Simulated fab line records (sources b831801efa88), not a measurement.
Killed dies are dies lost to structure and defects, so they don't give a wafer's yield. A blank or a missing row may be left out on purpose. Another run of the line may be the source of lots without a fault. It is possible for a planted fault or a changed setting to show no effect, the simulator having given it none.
8D (eight disciplines) problem report, filled in by code | flow sky130 | the parts of the form that need people (team, actions taken, sign-off) are left out

== 1. THE ISSUE ==
Mean CAP2M_CVD_00_THK at SKY_CAP2M_THK_MEAS_01: 9.94 nm over 2 wafers in 2 lots; fault-free wafers: 15.51 nm, standard deviation 0.26. That puts it -21 standard deviations away from the usual mean.
Earliest sighting: wafer L945.5 on filmMetro-03 at day 44 05:14. The record holds 33 wafers of 11 lots with a number at this step. Rule for "out", or "out of limits": more than 4 standard deviations from the usual mean. The other wafers with a number count as sound.

== 2. WHAT IT IS AND WHAT IT IS NOT ==
question                    | is                         | is not
which readings at this step | CAP2M_CVD_00_THK           | -
which lots                  | L945, L948                 | L929, L930, L931, L934, L935, L938, L941, L943, L952
which wafers of those lots  | L945.5, L948.5             | L945.1, L945.2, L948.3, L948.4
read on which gauges        | filmMetro-01, filmMetro-03 | filmMetro-04
when                        | from day 44 05:14          | up to then (26 sound wafers); but 5 sound wafers of L948, L952 came after

== 3. WHAT RULES OUT EACH SUSPECT ==
Counting: if a tool at a process step up to the reading ran every lot that is out, it stays a suspect. Sound lots after the first of them don't rule it out here, since some wafers of a struck lot are sound.
- the gauge at SKY_CAP2M_THK_MEAS_01 has been ruled out. The wafers that are out were read on 2 gauges (filmMetro-01, filmMetro-03).
- pecvd-03 at SKY_CAP2M_CVD_00 (deposits SiO2, target thk 15.5 nm): kept. Every lot that is out went through it, the first being L945 (day 44 05:13); the last sound lot it ran before that was L943 (day 43 17:42).
After counting, what remains is pecvd-03 at SKY_CAP2M_CVD_00.

== 4. THE CAUSE (what the simulator had put in) ==
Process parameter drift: pecvd-03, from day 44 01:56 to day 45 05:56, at SKY_CAP2M_CVD_00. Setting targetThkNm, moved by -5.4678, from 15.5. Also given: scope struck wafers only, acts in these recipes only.
Only this tool survived the counting.

== 5. SEQUENCE OF EFFECTS, ordered by route ==
Each row: a reading whose mean over the struck wafers that have a number lies more than 3 standard deviations from the usual. Only readings whose record carries a usual standard deviation are examined. hours: median over the lots of the time between each lot's start at the first step of this table that gives one and its start at this step. sigmas: the change, counted in usual standard deviations.
hours | step                  | reading          | usual      | on struck wafers | change | sigmas
0     | SKY_CAP2M_THK_MEAS_01 | CAP2M_CVD_00_THK | 15.51 nm   | 9.94             | -5.57  | -21
44    | SKY_METAL4_ETCH_17    | oesProductAu     | 0.755 a.u. | 0.624            | -0.131 | -18
Its process steps:
- SKY_METAL4_ETCH_17: etches SiO2 in C4F8/O2/Ar, stops on TiN, time 3.9 s, target depth 15 nm.

== 6. HOW IT WOULD HAVE BEEN CAUGHT EARLIER ==
Counted from the fault's start at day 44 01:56, it took 3 hours until the first out-of-limits reading at a measuring or inspecting step in this record, taken at day 44 05:14.
Of the tool readings at SKY_CAP2M_CVD_00 for which the record gives a usual standard deviation, none was out on any struck wafer, so an alarm limit of 4 standard deviations on them would not have fired.
L948, from the lots that are out (2), started SKY_CAP2M_CVD_00 on pecvd-03 later than day 44 05:14. A tool hold placed at that time would have kept it from harm.
